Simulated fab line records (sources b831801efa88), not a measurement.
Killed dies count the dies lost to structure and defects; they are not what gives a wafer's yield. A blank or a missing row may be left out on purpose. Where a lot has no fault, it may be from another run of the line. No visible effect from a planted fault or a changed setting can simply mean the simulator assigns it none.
A single fault, viewed from 2 desks / flow sky130 / what lay behind the numbers comes last; until then each desk has only its own

FOR THE TOOL OWNER'S DESK: pvd_sputter-02
At SKY_METAL3_SPUTTER_01 (material TiN, target thk 20 nm, time 16.7 s) the tool's own readings: per lot run on this tool, the mean of the sampled wafers that have a number. Any lot whose mean is over 4 standard deviations away from the usual mean is out of limits and marked OUT; that distance is given in the brackets.
Columns: A = cathode_dc_power_W at SKY_METAL3_SPUTTER_01, usual 6500.0 W; B = throttle_valve_pct at SKY_METAL3_SPUTTER_01, usual 30.7 %
lot=L351; first seen here=day 36 07:04; A=6500.2; B=30.8
lot=L360; first seen here=day 40 09:33; A=5180.1 (-99 or more) OUT; B=31.4
lot=L361; first seen here=day 40 10:41; A=5181.2 (-99 or more) OUT; B=31.0
This desk's verdict: out of limits on L360, L361, starting with L360 at day 40 09:33 (cathode_dc_power_W at SKY_METAL3_SPUTTER_01). L351: within limits.

FROM THE METROLOGY DESK
What the gauges read for every lot (on any tool): the sampled wafers with a number, averaged. Any lot whose mean is over 4 standard deviations away from the usual mean is out of limits and marked OUT; that distance is given in the brackets.
Columns: A = VIA2_W_RS at SKY_VIA2_RS_MEAS_22, usual 0.271 ohm/sq; B = VIA2_W_THK at SKY_VIA2_THK_MEAS_23, usual 418 nm
lot=L351; first seen here=day 36 06:34; A=0.272; B=423
lot=L360; first seen here=day 40 09:05; A=0.267; B=424
lot=L361; first seen here=day 40 10:12; A=0.269; B=419
lot=L364; first seen here=day 40 19:52; A=0.276; B=414
lot=L370; first seen here=day 42 06:37; A=0.268; B=420
lot=L371; first seen here=day 42 09:28; A=0.275; B=414
This desk's finding: nothing out of limits on any of the 6 lots.

ALL TOGETHER
At day 40 09:33, on L360, L361, the tool owner's desk was in a position to raise an alarm.
Nothing out of limits was seen by the metrology desk.
The metrology desk has L360, L361 on record, within its limits.
Of the lots named, all ran SKY_METAL3_SPUTTER_01 on pvd_sputter-02.

WHAT THE SIMULATOR PUT IN
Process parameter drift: pvd_sputter-02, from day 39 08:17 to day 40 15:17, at SKY_METAL3_SPUTTER_01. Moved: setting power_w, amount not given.
Lots struck among those shown: L360, L361.
Time in hours from fault onset to the first out-of-limits reading at each desk: the tool owner's desk, 25.
